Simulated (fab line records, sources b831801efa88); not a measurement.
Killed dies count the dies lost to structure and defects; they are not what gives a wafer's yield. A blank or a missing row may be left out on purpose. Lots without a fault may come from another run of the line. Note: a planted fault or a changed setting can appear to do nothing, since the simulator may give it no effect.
Matching of chambers    flow sfqLine    cmp-01 running SFQ_TRILAYER_I1_CMP_CMP_046: 4 sister chambers
The step polishes SiO2. 18 wafers are shown with their chamber, then 9 later ones without.

== WAFERS PAIRED WITH THEIR CHAMBERS ==
wafer   chamber  motorCurrentA (A)  timeToEndpointS (s)  slurryFilterDpKPa (kPa)
L384.1  1        10.8               221                  13.36
L384.4  2        10.7               218                  13.52
L384.5  0        9.0                220                  13.56
L385.4  3        11.2               205                  13.51
L385.1  2        10.8               205                  13.61
L385.6  0        9.0                223                  13.36
L386.1  0        9.2                216                  13.67
L386.5  0        8.9                227                  13.24
L386.6  3        10.9               208                  13.57
L388.1  1        10.4               224                  13.43
L388.3  0        9.3                229                  13.42
L388.4  2        11.1               226                  13.29
L389.1  2        11.2               214                  13.37
L389.2  0        8.9                206                  13.56
L389.4  1        10.4               218                  13.61
L391.2  0        8.7                219                  13.50
L391.3  3        10.2               210                  13.71
L391.4  2        10.3               210                  13.67

SIGNATURES (means of the wafers above)
reading            chamber 0  chamber 1  chamber 2  chamber 3  scatter within a chamber
motorCurrentA      9.000      10.533     10.820     10.767     0.314
timeToEndpointS    220.00     221.00     214.60     207.67     6.75
slurryFilterDpKPa  13.4729    13.4667    13.4920    13.5967    0.142
Rule: for each reading, subtract the chamber's mean from the wafer's reading, divide by that reading's scatter and square the result; add these up over the readings and take the root, which gives the wafer's distance from the chamber. The wafer belongs to the nearest chamber; if the next one is less than 2 further off, it can't be placed. The scatter is the square root of a quotient: the sum, over the shown wafers, of each reading's squared deviation from its chamber's mean, divided by wafers minus chambers.

== WAFERS WHOSE CHAMBER IS MISSING ==
wafer   motorCurrentA (A)  timeToEndpointS (s)  slurryFilterDpKPa (kPa)
L393.1  10.5               205                  13.57
L393.4  11.1               209                  13.61
L393.5  10.8               228                  13.36
L394.2  9.9                202                  13.46
L394.4  11.1               215                  13.23
L394.6  11.2               215                  13.53
L400.1  10.4               206                  13.62
L400.4  10.2               218                  13.47
L400.5  10.5               224                  13.42

== WHICH CHAMBER EACH WENT THROUGH ==
wafer   from the rows above                in truth
L393.1  can't be placed: 3 or 2 or 1       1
L393.4  can't be placed: 3 or 2 or 1       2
L393.5  can't be placed: 1 or 2 or 3       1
L394.2  can't be placed: 3 or 1 or 2 or 0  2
L394.4  can't be placed: 2 or 1 or 3       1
L394.6  can't be placed: 2 or 3 or 1       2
L400.1  can't be placed: 3 or 2 or 1       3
L400.4  can't be placed: 1 or 2 or 3       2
L400.5  can't be placed: 1 or 2            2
Correctly placed: 0 of 9. Unplaceable from these rows: 9, with the true chamber sitting among the candidates in 9. 0 placed wrongly.
